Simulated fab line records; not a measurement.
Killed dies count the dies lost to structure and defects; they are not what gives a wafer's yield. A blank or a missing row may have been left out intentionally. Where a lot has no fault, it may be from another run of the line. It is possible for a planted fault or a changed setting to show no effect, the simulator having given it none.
A lot that was struck, set against a sound lot ; flow sky130 ; 17 steps out of a route of 708
Sound: wafers L550.1, L550.4, L550.6. Struck: wafer L543.5. (L543.4 of the same lot was not struck and is left out.) The cause comes at the end.
Order at every step that has rows: each side's tool, ch and its chambers, its first start. Under that, the readings that differ: sound wafers ; struck wafers ; difference of the means ; sigmas: that difference in standard deviations of wafers without a fault.
alike: readings with means less than 2 such deviations apart, plus words and numbers identical on both sides. not compared: withheld readings, readings lacking a value on some wafer, bounds such as >300 that could conceal the same value, and numbers that have no deviation in the record and whose values overlap.
The two part at a step that has a row with sigmas, a row that says differs or no value, or rows on one side only. Numbers that have no deviation but don't overlap get no sigmas and don't part them. A reading missing from all wafers of one side parts the sides only when that side holds two or more wafers.

first, 2 steps without rows for these wafers: SKY_LOCAL_INTERCONNECT_PEB_09; SKY_LOCAL_INTERCONNECT_DEVELOP_10 (develop time 60 s).
SKY_LOCAL_INTERCONNECT_CD_MEAS_11: the cd target is 170 nm.
  sound on cd_sem-01 at day 36 15:41; struck on cd_sem-01 at day 34 11:53
  alike: cd_nm
SKY_LOCAL_INTERCONNECT_OVL_MEAS_12:
  sound on overlay-01 at day 36 15:48; struck on overlay-02 at day 34 11:58
  alike: LOCAL_INTERCONNECT_OVL
SKY_LOCAL_INTERCONNECT_ETCH_13: etches BARC in N2/H2, stops on SiO2, time 45.9 s, target depth 60 nm.
  sound on rie_metal-03 ch 0, day 36 15:50; struck on rie_metal-04 ch 1, day 34 12:01
reading;sound;struck;difference;sigmas
bias_w (W);100.3 100.1 100.1;99.4;-0.8;-2
  alike: drypump_motor_current_A, oes_product_au, throttle_valve_pct
  not compared: rf_hours_counter_h
SKY_LOCAL_INTERCONNECT_METAL_ETCH_14: etches TiN in Cl2/BCl3, stops on PSG, target depth 110 nm, time 31.4 s.
  sound on rie_metal-03 ch 0, day 36 15:54; struck on rie_metal-04 ch 1, day 34 12:04
reading;sound;struck;difference;sigmas
drypump_motor_current_A (A);5.8 5.9 5.9;5.2;-0.7;-2
  alike: bias_w, oes_product_au, throttle_valve_pct
  not compared: rf_hours_counter_h
SKY_LOCAL_INTERCONNECT_STRIP_15: strips in O2/N2.
  sound on plasma_asher-01 ch 0,1, day 36 15:58; struck on plasma_asher-03 ch 0, day 34 12:08
reading;sound;struck;difference;sigmas
drypump_motor_current_A (A);5.2 5.3 5.2;6.5;+1.3;+3
strip_time_to_endpoint_s (s);4.745 4.731 4.738;4.780;+0.042;+2
  alike: o2_flow_sccm, oes_product_au
  not compared: rf_hours_counter_h
then, 3 steps without rows for these wafers: SKY_LOCAL_INTERCONNECT_STRIP_16 (strips in post etch residue remover, time 1200 s); SKY_LOCAL_INTERCONNECT_CLEAN_17 (cleans in IPA, time 180 s); SKY_LOCAL_INTERCONNECT_CLEAN_18 (cleans in O3/DIW).
SKY_CONTACT_CVD_00: deposits Si3N4, target thk 75 nm.
  sound on pecvd-03 ch 0,2, day 36 16:40; struck on pecvd-04 ch 1, day 34 12:43
reading;sound;struck;difference;sigmas
heater_power_w (W);662 801 663;532;-177;-2
  alike: heater_power_outer_w
SKY_CONTACT_THK_MEAS_01:
  sound on film_metro-01 at day 36 16:43; struck on film_metro-01 at day 34 12:46
reading;sound;struck;difference;sigmas
CONTACT_CVD_00_THK (nm);74.8 75.2 74.4;76.8;+2.0;+2
SKY_CONTACT_HDPCVD_02: deposits SiO2, target thk 565 nm, time 94.2 s.
  sound on hdpcvd-02 ch 0, day 36 16:47; struck on hdpcvd-01 ch 1, day 34 12:49
reading;sound;struck;difference;sigmas
model.SiO2_of_CONTACT_HDPCVD_02.thk_nm (nm);570.3 574.6 567;1022;+451;
SKY_CONTACT_THK_MEAS_03:
  sound on film_metro-01 at day 36 16:53; struck on film_metro-04 at day 34 12:53
reading;sound;struck;difference;sigmas
CONTACT_HDPCVD_THK (nm);570 574 567;1021;+451;+88
SKY_CONTACT_CMP_04: polishes SiO2.
  sound on cmp-02 ch 0,2, day 36 16:59; struck on cmp-02 ch 3, day 34 13:01
reading;sound;struck;difference;sigmas
time_to_endpoint_s (s);88 89 86;257;+169;+47
  alike: motor_current_A
SKY_CONTACT_BOW_MEAS_05:
  sound on film_metro-02 at day 36 17:14; struck on film_metro-02 at day 34 13:17
  alike: CONTACT_BOW
then, 1 step without rows for these wafers: SKY_PAD_OPEN_PROBE_99.

== WHERE THEY PART ==
Earliest at SKY_LOCAL_INTERCONNECT_ETCH_13; latest, in this record, at SKY_CONTACT_CMP_04. Later steps at which nothing parts them and some readings are alike: SKY_CONTACT_BOW_MEAS_05.

WHY: what had been put in by the simulator
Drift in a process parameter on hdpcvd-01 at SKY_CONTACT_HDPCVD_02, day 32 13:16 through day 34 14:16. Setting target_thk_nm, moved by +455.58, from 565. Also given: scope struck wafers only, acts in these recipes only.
